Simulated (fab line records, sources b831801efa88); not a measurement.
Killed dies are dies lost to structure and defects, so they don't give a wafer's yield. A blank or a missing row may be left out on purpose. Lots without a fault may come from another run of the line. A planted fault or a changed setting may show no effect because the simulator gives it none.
Problem report in the 8D (eight disciplines) form, filled by code | flow sky130 | the parts of the form that need people (team, actions taken, sign-off) are left out

1. THE PROBLEM
strip_time_to_endpoint_s at SKY_PWDE_STRIP_09 reads a mean of 14.79 s on 2 wafers of 2 lots; wafers without a fault read 36.91 s with a standard deviation of 0.098. That is -99 or more standard deviations from the usual mean.
The step: strips in O2/N2.
First seen on wafer L203.3, day 5 13:46, on plasma_asher-04. The record holds 42 wafers of 14 lots with a number at this step. Rule for "out", or "out of limits": more than 4 standard deviations from the usual mean. The other wafers with a number count as sound.

2. WHAT IT IS AND WHAT IT IS NOT
question                    | is                               | is not
which readings at this step | strip_time_to_endpoint_s         | drypump_motor_current_A
which lots                  | L203, L205                       | L195, L196, L197, L199, L200, L207, L208, L213, L214, L215, L216, L218
which wafers of those lots  | L203.3, L205.2                   | L203.1, L203.5, L205.1, L205.4
read on which tools         | plasma_asher-02, plasma_asher-04 | plasma_asher-03
when                        | from day 5 13:46                 | up to then (17 sound wafers); but 23 sound wafers of L205, L207, L208, L213, L214, L215, L216, L218 came after

3. SUSPECTS, AND WHAT RULES EACH OUT
Counting: a tool at a process step up to the reading stays a suspect if it ran every lot that is out. Sound lots after the first of them don't rule it out here, since some wafers of a struck lot are sound.
- litho_track-04 at SKY_PWDE_COAT_02 (resist thk 3000 nm): kept. It ran every lot that is out, first L203 (day 5 04:36); its last sound lot up to then is L195 (day 3 18:11).
Left after counting: litho_track-04 at SKY_PWDE_COAT_02.

4. THE CAUSE (what the simulator had put in)
Process parameter drift: litho_track-04, from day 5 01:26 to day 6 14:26, at SKY_PWDE_COAT_02. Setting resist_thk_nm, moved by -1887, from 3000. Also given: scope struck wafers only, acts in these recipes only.
Counting left only this tool.

5. THE CHAIN OF EFFECTS, in route order
Each row: a reading whose mean over the struck wafers that have a number lies more than 3 standard deviations from the usual. Only readings for which the record gives a usual standard deviation are gone through. hours: the time from each lot's start at the first step in this table that gives one to its start at this step, as a median over the lots. sigmas: the change in usual standard deviations.
hours | step              | reading                  | usual   | on struck wafers | change | sigmas
0     | SKY_PWDE_STRIP_09 | strip_time_to_endpoint_s | 36.91 s | 14.79            | -22.11 | -99 or more
The process steps in it:
- SKY_PWDE_STRIP_09: strips in O2/N2.
Later measuring or inspecting steps at which every struck wafer that the step has a row for has a number for every such reading, and none has moved that far: SKY_NWELL_TW_MEAS_26.

6. WHAT WOULD HAVE CAUGHT IT SOONER
In this record the first reading out of limits was taken at day 5 13:46, 12 hours after the fault began at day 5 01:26.
Of the tool readings at SKY_PWDE_COAT_02 for which the record gives a usual standard deviation, none was out on any struck wafer, so an alarm limit of 4 standard deviations on them would not have fired.
Of the lots that are out (2), L205 began SKY_PWDE_COAT_02 on litho_track-04 after day 5 13:46. A hold on the tool at that time would have spared it.
